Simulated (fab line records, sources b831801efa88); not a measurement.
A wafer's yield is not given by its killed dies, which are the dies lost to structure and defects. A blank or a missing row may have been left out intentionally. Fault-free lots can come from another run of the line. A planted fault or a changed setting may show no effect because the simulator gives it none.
Split-lot experiment | flow sfq-line | on a route of 325 steps: 5 lots, 23 wafers read

== ABOUT THE SPLIT ==
At SFQ_TRILAYER_M8_DEP_EVAP_196 (material Au, target thk 180 nm, time 900 s), the setting time-s was moved away from the recipe's 900 s on 7 of the 23 wafers read, by -13.3% to +13.8%. This setting was run at the recipe's value on the other wafers.

== THE PATH FROM SPLIT TO READING: the file shows 1 step between them ==
- SFQ_M8_RS_MEAS_949: measures by four-point-probe

== THE READING ==
M8_AU_THK, in nm, at SFQ_M8_THK_MEAS_950 (measures by xrf). Typical for fault-free wafers on this fab line: 181.2 nm, with standard deviation 2.1 nm.

wafer  | tool, chamber at the split | time-s as run, s | against the recipe | M8_AU_THK, nm | against lot-mates on the recipe
L074.1 | pvd-sputter-02, -          | 900              | recipe             | 183.3         | -
L074.2 | pvd-sputter-02, -          | 1024             | +13.8%             | 206.0         | +24.1
L074.3 | pvd-sputter-02, -          | 900              | recipe             | 180.3         | -
L074.4 | pvd-sputter-02, -          | 1024             | +13.8%             | 207.6         | +25.7
L074.6 | pvd-sputter-02, -          | 900              | recipe             | 182.1         | -
L076.1 | pvd-sputter-02, -          | 900              | recipe             | 183.2         | -
L076.2 | pvd-sputter-02, -          | 900              | recipe             | 184.5         | -
L076.3 | pvd-sputter-02, -          | 900              | recipe             | 185.2         | -
L076.5 | pvd-sputter-02, -          | 900              | recipe             | 185.1         | -
L076.6 | pvd-sputter-02, -          | 900              | recipe             | 185.1         | -
L080.1 | pvd-sputter-02, -          | 780.5            | -13.3%             | 157.4         | -22.7
L080.2 | pvd-sputter-02, -          | 900              | recipe             | 179.9         | -
L080.3 | pvd-sputter-02, -          | 900              | recipe             | 179.6         | -
L080.4 | pvd-sputter-02, -          | 900              | recipe             | 180.9         | -
L080.5 | pvd-sputter-02, -          | 780.5            | -13.3%             | 156.1         | -24.0
L081.1 | pvd-sputter-01, -          | 900              | recipe             | 185.0         | -
L081.2 | pvd-sputter-01, -          | 900              | recipe             | 181.0         | -
L081.4 | pvd-sputter-01, -          | 997.2            | +10.8%             | 203.2         | +20.2
L081.5 | pvd-sputter-01, -          | 997.2            | +10.8%             | 200.5         | +17.5
L081.6 | pvd-sputter-01, -          | 997.2            | +10.8%             | 200.0         | +17.0
L082.1 | pvd-sputter-02, -          | 900              | recipe             | 183.7         | -
L082.2 | pvd-sputter-02, -          | 900              | recipe             | 182.0         | -
L082.4 | pvd-sputter-02, -          | 900              | recipe             | 183.7         | -

FIT RESULTS
A straight line over all 23 wafers: M8_AU_THK changes by +1.82 nm for each +1% of time-s; r = +0.99; the points scatter about the line by 1.9 nm.
The same after taking each lot's own level away (the mean of its wafers on the recipe; 23 wafers): +1.75 nm for each +1%; r = +1.00; scatter 1.2 nm.
Per that fit: largest time-s move, reading shift of 24 nm.
Across the lots, their own levels run from 180.13 to 184.62 nm, a range of 2.1 times the standard deviation given above.
The two slopes are in agreement: the lot-to-lot level therefore moves the slope only a little.
Check: with one of the wafers moved furthest among these (+13.8%) left out of the fit, the line predicts +24.2 nm for it against its lot-mates. It came out at +24.1 nm against them.

== ADDITIONAL SPLITS CARRIED BY THESE WAFERS ==
These wafers also went through other splits before the reading. Each is held against what the fit with the lots' levels taken away leaves over:
other split on the same wafers                    | wafers away from the commonest value | r with M8_AU_THK (lot level and that fit taken away)
SFQ_TRILAYER_I6_VIA_BARC_OPEN_VIA_ETCH_235 time-s | 5                                    | -0.25
SFQ_TRILAYER_M7_DEP_SPUTTER_175 power-w           | 9                                    | +0.03
SFQ_TRILAYER_M7_LITHO_COAT_182 resist-thk-nm      | 6                                    | +0.11
SFQ_TRILAYER_I7_VIA_LITHO_COAT_192 resist-thk-nm  | 5                                    | -0.08
SFQ_TRILAYER_I7_VIA_BARC_OPEN_VIA_ETCH_260 time-s | 10                                   | +0.30
SFQ_TRILAYER_M8_DEP_EVAP_197 time-s               | 9                                    | +0.08

== THE WHOLE CHAIN: every reading that the file lists as answering this split, in the file's order ==
step                         | what it does                               | reading                                                                                | change (the file's fit)              | r (the file's)
SFQ_TRILAYER_M8_DEP_EVAP_196 | material Au, target thk 180 nm, time 900 s | Au_of_TRILAYER_M8_DEP_EVAP_196.thk-nm (the simulator's own value, which no gauge read) | +1.81 nm for each +1% of the setting | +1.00
SFQ_M8_RS_MEAS_949           | measures by four-point-probe               | M8_AU_RS                                                                               | -0.00151 for each +1% of the setting | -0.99
SFQ_M8_THK_MEAS_950          | measures by xrf                            | M8_AU_THK                                                                              | +1.76 for each +1% of the setting    | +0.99

== FILE'S OWN FIT ==
M8_AU_THK changes by +1.76 nm for each +1% of time-s, r = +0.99.
